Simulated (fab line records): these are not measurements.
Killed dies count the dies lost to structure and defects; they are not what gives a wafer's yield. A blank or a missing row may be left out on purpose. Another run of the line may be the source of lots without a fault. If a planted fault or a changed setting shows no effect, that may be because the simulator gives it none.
fab line records | flow sky130
record lots=6 wafers=18 last-day=50
route steps=708 shown LI_CONTACT@385 LOCAL_INTERCONNECT@387
lots with no fault: from the same line, run without faults
start-h: the number of hours between the record's first day and the start of the first shown wafer of the lot | wait-h: hours since the lot's step before | " unchanged from the row above | L1.1+2: a single row standing in for several wafers | - no value, or no start was given | * or withheld: withheld | < > ~ a bound
route shown NAME@n: a module of which the file shows steps, and the number in the route of the first | usual: mean and standard deviation over wafers with no fault | same: alike in all rows | chamber/n: place in a boat | sites: the reading at each site | _std_site: their standard deviation | _edge_site: inner sites' mean taken away from outer sites' mean | radius-mm: how far each site lies from the wafer's centre | mask NAME#n: copy n | behind: the most recent tool/chamber to have shaped the wafer | hold: cause of the lot's hold/its duration in hours/its outcome | device: the transistor (n, p or np) that didn't switch | end of line: at the end of the route, the tests of the same wafers | a step without rows: its recipe alone | killed: dies that structure and defects cost at the first sort, which is not the same as the wafer's yield | map: per-die view of a wafer (x killed, . not killed, _ where there is no die)
set.NAME: the setting as run; set.NAME@STEP: as run at that earlier step | model.NAME: the simulator's own value behind a step, which no gauge read
certain route steps with their lots: each step a table, each wafer a row
services: from which hour (start-h, from the record's first day; less than 0 if before it) a tool's chamber was out of use, for how many hours, and why
## steps
# step SKY_LI_CONTACT_THK_MEAS_23
# recipe thk-meas-gauge=xrf reads=W_of_LI_CONTACT_CVD_21
# usual LI_CONTACT_W_THK=399/5.4
# columns lot.wafer tool chamber start-h wait-h LI_CONTACT_W_THK[nm]
L752.1 film-metro-01 - 687.94 0.1 398
L752.4 " - " " 400
L752.6 " - " " 403
L756.1 film-metro-04 - 716.14 0.1 395
L756.4 " - " " 397
L756.6 " - " " 393
L759.1 film-metro-01 - 748.24 0.1 407
L759.4 " - " " 404
L759.6 " - " " 400
L760.2 film-metro-02 - 749.25 0.1 399
L760.4 " - " " 402
L760.6 " - " " 399
L771.1 film-metro-02 - 830.14 0.1 406
L771.5 " - " " 400
L771.6 " - " " 401
L772.2 film-metro-04 - 839.24 0.1 393
L772.5 " - " " 394
L772.6 " - " " 391
# step SKY_LI_CONTACT_CMP_24
# recipe stop-on=PSG t-overpolish-s=20 down-force-psi=3.5 platen-rpm=60 target-thk-nm=0 pad-velocity-m-s=0.94248
# usual motor-current-A=10.9/1 overpolish-run-s=20.000/0.009 slurry-flow-ml-min=150.1/0.46 time-to-endpoint-s=97/3.9
# columns lot.wafer tool chamber start-h wait-h motor-current-A overpolish-run-s slurry-flow-ml-min time-to-endpoint-s
L752.1 cmp-02 0 688.21 0.3 9.6 20.012 150.1 96
L752.4 " 1 " " 12.8 20.002 150.6 93
L752.6 " 1 " " 12.9 19.998 150.7 94
L756.1 cmp-02 2 716.25 0.1 10.0 20.006 149.4 93
L756.4 " 3 " " 10.4 19.997 149.3 88
L756.6 " 1 " " 13.1 19.998 150.9 89
L759.4 cmp-02 3 748.35 0.1 10.7 20.001 150.5 96
L759.1 " 1 " " 12.6 19.999 150.4 98
L759.6 " 2 " " 9.7 19.976 149.9 101
L760.2 cmp-02 2 749.35 0.1 10.2 20.003 150.3 101
L760.4 " 3 " " 10.6 20.011 150.8 93
L760.6 " 2 " " 10.2 20.000 150.4 97
L771.1 cmp-01 3 830.54 0.4 11.8 20.001 149.5 95
L771.6 " 0 " " 11.9 20.015 150.0 95
L771.5 " 1 " " 9.7 19.994 150.2 97
L772.2 cmp-01 0 839.34 0.1 11.6 19.999 149.8 92
L772.6 " 3 " " 11.7 20.000 150.8 88
L772.5 " 0 " " 11.6 20.000 150.4 92
# step SKY_LOCAL_INTERCONNECT_SPUTTER_00
# recipe material=TiN target-thk-nm=100 temp-c=300 power-w=6500 time-s=83.3 chamber-pressure-pa=0.4
# usual throttle-valve-pct=30.0/1.1
# columns lot.wafer tool chamber start-h wait-h throttle-valve-pct
L752.1 pvd-sputter-04 - 688.51 0.2 30.3
L752.4 " - " " 29.3
L752.6 " - " " 29.4
L756.1 pvd-sputter-04 - 716.50 0.2 30.6
L756.4 " - " " 29.0
L756.6 " - " " 30.7
L759.1 pvd-sputter-02 - 748.60 0.1 31.3
L759.4 " - " " 30.3
L759.6 " - " " 31.3
L760.2 pvd-sputter-02 - 749.60 0.2 30.2
L760.4 " - " " 28.8
L760.6 " - " " 28.7
L771.1 pvd-sputter-02 - 830.69 0.1 30.6
L771.5 " - " " 30.0
L771.6 " - " " 32.4
L772.2 pvd-sputter-01 - 839.59 0.2 30.0
L772.5 " - " " 30.0
L772.6 " - " " 30.1
# step SKY_LOCAL_INTERCONNECT_RS_MEAS_01
# recipe thk-meas-gauge=four-point-probe reads=TiN_of_LOCAL_INTERCONNECT_SPUTTER_00
# usual LOCAL_INTERCONNECT_TIN_RS=14.06/0.15
# columns lot.wafer tool chamber start-h wait-h LOCAL_INTERCONNECT_TIN_RS[ohm/sq]
L752.1 film-metro-02 - 688.58 0.0 14.02
L752.4 " - " " 14.16
L752.6 " - " " 14.13
L756.1 film-metro-03 - 716.56 0.0 14.00
L756.4 " - " " 14.00
L756.6 " - " " 14.03
L759.1 film-metro-02 - 748.66 0.0 14.26
L759.4 " - " " 14.32
L759.6 " - " " 14.21
L760.2 film-metro-04 - 749.68 0.1 14.31
L760.4 " - " " 14.25
L760.6 " - " " 14.28
L771.1 film-metro-02 - 830.75 0.0 14.01
L771.5 " - " " 14.15
L771.6 " - " " 14.00
L772.2 film-metro-04 - 839.68 0.1 14.12
L772.5 " - " " 14.07
L772.6 " - " " 14.12
# step SKY_LOCAL_INTERCONNECT_THK_MEAS_02
# recipe thk-meas-gauge=xrf reads=TiN_of_LOCAL_INTERCONNECT_SPUTTER_00
# usual LOCAL_INTERCONNECT_TIN_THK=102.5/1.3
# columns lot.wafer tool chamber start-h wait-h LOCAL_INTERCONNECT_TIN_THK[nm]
L752.1 film-metro-02 - 688.70 0.1 102.3
L752.4 " - " " 102.2
L752.6 " - " " 102.0
L756.1 film-metro-03 - 716.68 0.1 103.7
L756.4 " - " " 103.1
L756.6 " - " " 103.4
L759.1 film-metro-02 - 748.78 0.1 100.7
L759.4 " - " " 99.8
L759.6 " - " " 101.2
L760.2 film-metro-04 - 749.79 0.1 100.6
L760.4 " - " " 101.3
L760.6 " - " " 101.1
L771.1 film-metro-02 - 830.87 0.1 101.6
L771.5 " - " " 100.8
L771.6 " - " " 102.3
L772.2 film-metro-04 - 839.79 0.1 102.0
L772.5 " - " " 102.8
L772.6 " - " " 102.4
# step SKY_LOCAL_INTERCONNECT_DEHYDRATE_03
# recipe temp-c=200 time-s=60
# step SKY_LOCAL_INTERCONNECT_HMDS_04
# recipe prime-time-s=60 prime-temp-c=120
# step SKY_LOCAL_INTERCONNECT_COAT_05
# recipe resist=BARC temp-c=withheld time-s=withheld spin-rpm=3000 resist-thk-nm=60
# step SKY_LOCAL_INTERCONNECT_COAT_06
# recipe resist=KrF-thick spin-rpm=3000 resist-thk-nm=450
# step SKY_LOCAL_INTERCONNECT_SOFTBAKE_07
# recipe temp-c=100 time-s=90 resist=KrF-thick
# step SKY_LOCAL_INTERCONNECT_EXPOSE_08
# recipe mask-id=LI1M na=0.8 source-shape=annular sigma-inner=0.55 sigma-outer=0.85 target-cd-nm=170 dose-mj=28
# step SKY_LOCAL_INTERCONNECT_PEB_09
# recipe peb-temp-c=withheld peb-time-s=withheld resist=KrF-thick
# step SKY_LOCAL_INTERCONNECT_DEVELOP_10
# recipe develop-time-s=60 resist=KrF-thick dev-temp-c=21
# usual chill-plate-temp-C=23.02/0.1 develop-time-s=60/0 resist-line-temp-C=22.99/0.099
# columns lot.wafer tool chamber start-h wait-h chill-plate-temp-C develop-time-s resist-line-temp-C model.KrF-thick_of_LOCAL_INTERCONNECT_COAT_06.thk-nm
L752.1 litho-track-01 0 716 - 23.08 60 22.94 435.9
L752.4 " 0 " " 22.98 60 22.95 435.7
L752.6 " 0 " " 23.15 60 22.97 434.8
L756.1 litho-track-01 0 744 - 23.19 60 22.96 439.7
L756.4 " 0 " " 23.06 60 23.06 438.8
L756.6 " 0 " " 22.96 60 23.01 438.8
L759.1 litho-track-01 - 775 - - - - 448.8
L759.4 " - " " - - - 447.2
L759.6 " - " " - - - 446.6
L760.2 litho-track-03 - 776 - - - - 448.3
L760.4 " - " " - - - 447.5
L760.6 " - " " - - - 447.3
L771.1 litho-track-04 0 857 - 23.17 60 22.95 436.2
L771.5 " 0 " " 22.87 60 23.12 436.7
L771.6 " 0 " " 23.05 60 22.99 437.2
L772.2 litho-track-03 0 866 - 23.12 60 23.00 436.5
L772.5 " 0 " " 22.87 60 23.07 437.2
L772.6 " 0 " " 22.97 60 23.04 437.7
# step SKY_LOCAL_INTERCONNECT_CD_MEAS_11
# recipe target-cd-nm=170
# usual cd-nm=169.9/1.5
# columns lot.wafer tool chamber start-h wait-h cd-nm
L752.1 cd-sem-01 - 716.93 - 166.9
L752.4 " - " " 168.4
L752.6 " - " " 168.4
L756.1 cd-sem-02 - 744.88 - 172.7
L756.4 " - " " 169.9
L756.6 " - " " 168.2
L759.1 cd-sem-02 - 775.43 - -
L759.4 " - " " -
L759.6 " - " " -
L760.2 cd-sem-01 - 776.61 - -
L760.4 " - " " -
L760.6 " - " " -
L771.1 cd-sem-01 - 857.45 - 169.5
L771.5 " - " " 169.3
L771.6 " - " " 169.2
L772.2 cd-sem-02 - 866.21 - 170.4
L772.5 " - " " 169.8
L772.6 " - " " 168.6
## services
# columns tool chamber start-h hours kind
cmp-01 - 674.80 26.1 repair
pvd-sputter-04 - 704.09 2.1 repair
pvd-sputter-02 2 707.06 - consumable-replace:kit
pvd-sputter-02 2 707.06 18.0 scheduled-down
pvd-sputter-02 2 707.06 18.0 vent-cycle
pvd-sputter-01 - 725.00 4.7 repair
pvd-sputter-02 - 729.54 2.2 repair
cmp-01 - 737.43 5.1 pm
cmp-01 - 744.00 4.0 pm
cmp-01 - 748.00 - consumable-replace:conditioner
cmp-01 - 748.00 - consumable-replace:pad
cmp-02 - 758.72 0.2 repair
pvd-sputter-04 3 759.86 - consumable-replace:kit
pvd-sputter-04 3 759.86 18.0 scheduled-down
pvd-sputter-04 3 759.86 18.0 vent-cycle
cmp-01 - 763.33 3.6 repair
cmp-01 - 775.15 5.2 pm
cmp-02 - 791.76 1.2 repair
pvd-sputter-01 1 807.19 - consumable-replace:kit
pvd-sputter-01 1 807.19 18.0 scheduled-down
pvd-sputter-01 1 807.19 18.0 vent-cycle
cmp-02 - 826.93 1.5 repair
cmp-02 - 849.84 2.2 repair
pvd-sputter-04 - 849.85 2.1 repair
## key
first-sign step=SKY_LOCAL_INTERCONNECT_DEVELOP_10 reading=tool-record direction=missing
effect none on later readings
model-effect step=SKY_LOCAL_INTERCONNECT_DEVELOP_10 value=KrF-thick_of_LOCAL_INTERCONNECT_COAT_06.thk-nm without=433.6 struck=447.6
met-at SKY_LOCAL_INTERCONNECT_DEVELOP_10
struck-wafers L759.1,L759.4,L759.6,L760.2,L760.4,L760.6
later-rows-left-out L759.1,L759.4,L759.6,L760.2,L760.4,L760.6
sort-left-out L759.1,L759.4,L759.6,L760.2,L760.4,L760.6
tester-left-out L759,L760
onset-between 744 775
fault kind=skipped-step-whole tool=litho-track-01,litho-track-03 chamber=- onset-h=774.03 steps=SKY_LOCAL_INTERCONNECT_DEVELOP_10 scope=struck-lots-only
# tester-left-out: of these lots the tester's yield and bins aren't shown, on N5 and GAA mostly nor the transistor test; their killed dies are dies lost to structure and defects alone, not to doping, threshold or leakage, so they don't give the yield
# sort-left-out: the simulated sort isn't trusted on such a fault, so these wafers' sort isn't shown, and their yield isn't known
# later-rows-left-out: the simulator's readings of these wafers behind a module that went badly wrong aren't trusted and aren't shown, but for the sort
